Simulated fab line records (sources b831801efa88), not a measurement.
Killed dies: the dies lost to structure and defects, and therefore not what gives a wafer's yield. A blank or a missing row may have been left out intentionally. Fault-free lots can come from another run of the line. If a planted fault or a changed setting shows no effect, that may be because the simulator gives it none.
2 desks, one fault	flow gf180mcu	only its own numbers are on each desk; what lay behind them is given at the end

METROLOGY DESK
Lot by lot, what the gauges showed, no matter which tool ran the lot: averages of those sampled wafers that carry a number. If a lot's mean is further than 4 standard deviations from the usual mean, the lot is out of limits and carries the mark OUT (the distance appears in the brackets).
Columns: A = V4_CVD_00_THK at GF_V4_THK_MEAS_01, usual 600 nm; B = MIM_ALCU_RS at GF_MIM_RS_MEAS_10, usual 0.1607 ohm/sq
lot	first seen here	A	B
L252	day 23 04:35	601	0.1600
L253	day 23 19:41	601	0.1591
L254	day 24 04:59	599	0.1601
L256	day 24 23:07	599	0.1635
L257	day 25 06:07	600	0.1618
L259	day 26 04:56	598	0.1641
L262	day 27 00:24	594	0.1573
L266	day 28 06:26	602	0.1672
L267	day 28 12:46	604	0.1647
L268	day 28 16:49	605	0.1698
L269	day 29 02:02	599	0.1617
L271	day 29 12:22	608	0.1589
This desk's verdict: no lot among the 12 shows anything out of limits.

DESK OF THE TOOL OWNER: pvdSputter-03
The tool's own readings at GF_MIM_SPUTTER_08 (material AlCu, target thk 200 nm, time 10.6 s): means of the sampled wafers that have a number, for each lot that ran on this tool. If a lot's mean is further than 4 standard deviations from the usual mean, the lot is out of limits and carries the mark OUT (the distance appears in the brackets).
Columns: A = chamberPressurePa at GF_MIM_SPUTTER_08, usual 0.3999 Pa; B = throttleValvePct at GF_MIM_SPUTTER_08, usual 29.8 %
lot	first seen here	A	B
L252	day 24 06:51	0.4000	29.6
L253	day 24 20:07	0.4011	30.5
L254	day 25 05:56	0.4000	29.9
L266	day 29 04:16	0.4651 (+82) OUT	27.9
L267	day 29 10:13	0.4649 (+82) OUT	28.3
L268	day 29 14:16	0.4647 (+82) OUT	27.1
This desk's verdict: out of limits on L266, L267, L268, starting with L266 at day 29 04:16 (chamberPressurePa at GF_MIM_SPUTTER_08). L252, L253, L254: within limits.

PUT TOGETHER
At day 29 04:16, on L266, L267, L268, the tool owner's desk was in a position to raise an alarm.
Nothing out of limits was seen by the metrology desk.
The metrology desk holds a record of L266, L267, L268, inside its limits.
All the named lots went through GF_MIM_SPUTTER_08 on pvdSputter-03.

WHAT THE SIMULATOR HAD PUT IN
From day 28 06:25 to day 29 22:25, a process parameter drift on pvdSputter-03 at GF_MIM_SPUTTER_08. Setting chamberPressurePa, moved by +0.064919, from 0.4. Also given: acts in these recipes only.
Lots struck among those shown: L266, L267, L268.
Delay in hours, fault start to first out-of-limits reading, by desk: the tool owner's desk at 22.
